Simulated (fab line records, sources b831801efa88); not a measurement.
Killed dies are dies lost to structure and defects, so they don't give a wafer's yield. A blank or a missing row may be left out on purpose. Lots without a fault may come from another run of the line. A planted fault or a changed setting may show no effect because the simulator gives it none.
One fault seen from 2 desks | flow sfq_line | each desk has only its own numbers; what lay behind them comes last

THE METROLOGY DESK
What the gauges read, lot by lot, whatever tool the lot ran on: means of the sampled wafers that have a number. A lot is out of limits, marked OUT, if its mean lies more than 4 standard deviations from the usual mean; the brackets give that distance.
Columns: A = I3_OVL at SFQ_I3_OVL_MEAS_923, usual 0 nm; B = M4_NB_RS at SFQ_M4_RS_MEAS_924, usual 0.891 ohm/sq; C = M4_OVL at SFQ_M4_OVL_MEAS_926, usual -4 nm; D = I4_BOW at SFQ_I4_BOW_MEAS_927, usual 6 um; E = I4_OVL at SFQ_I4_OVL_MEAS_928, usual 3 nm; F = JJ_NB_RS at SFQ_JJ_RS_MEAS_929, usual 1.051 ohm/sq; G = M8_BOW at SFQ_M8_BOW_MEAS_951, usual 9 um
lot  | first seen here | A  | B     | C   | D   | E | F     | G
L304 | day 48 03:10    | -2 | 0.888 | -8  | 21  | 5 | 1.058 | 21
L305 | day 48 04:22    | -0 | 0.903 | -8  | 6   | 2 | 1.047 | 1
L307 | day 49 01:48    | 2  | 0.882 | 1   | 0   | 6 | 1.039 | 4
L309 | day 49 21:19    | 3  | 0.893 | -13 | -1  | 2 | 1.042 | 2
L314 | day 58 00:38    | 2  | 0.885 | -4  | 8   | 1 | 1.048 | 22
L324 | day 61 05:34    | -1 | 0.899 | 7   | -11 | 8 | 1.059 | -11
This desk's finding: nothing out of limits on any of the 6 lots.

THE TOOL OWNER'S DESK: krf_scanner-02
The tool's own readings at SFQ_TRILAYER_M4_LITHO_EXPOSE_094 (exposes mask M4, target cd 500 nm): means of the sampled wafers that have a number, for each lot that ran on this tool. A lot is out of limits, marked OUT, if its mean lies more than 4 standard deviations from the usual mean; the brackets give that distance.
Columns: A = reticle_temp_C at SFQ_TRILAYER_M4_LITHO_EXPOSE_094, usual 23.00 C
lot  | first seen here | A
L304 | day 54 03:13    | 22.95
L305 | day 54 06:37    | 22.98
L307 | day 55 01:37    | 22.85
L309 | day 55 12:45    | 23.02
This desk's finding: nothing out of limits on any of the 4 lots.

PUT TOGETHER
The metrology desk saw nothing out of limits.
The tool owner's desk saw nothing out of limits.

WHAT THE SIMULATOR HAD PUT IN
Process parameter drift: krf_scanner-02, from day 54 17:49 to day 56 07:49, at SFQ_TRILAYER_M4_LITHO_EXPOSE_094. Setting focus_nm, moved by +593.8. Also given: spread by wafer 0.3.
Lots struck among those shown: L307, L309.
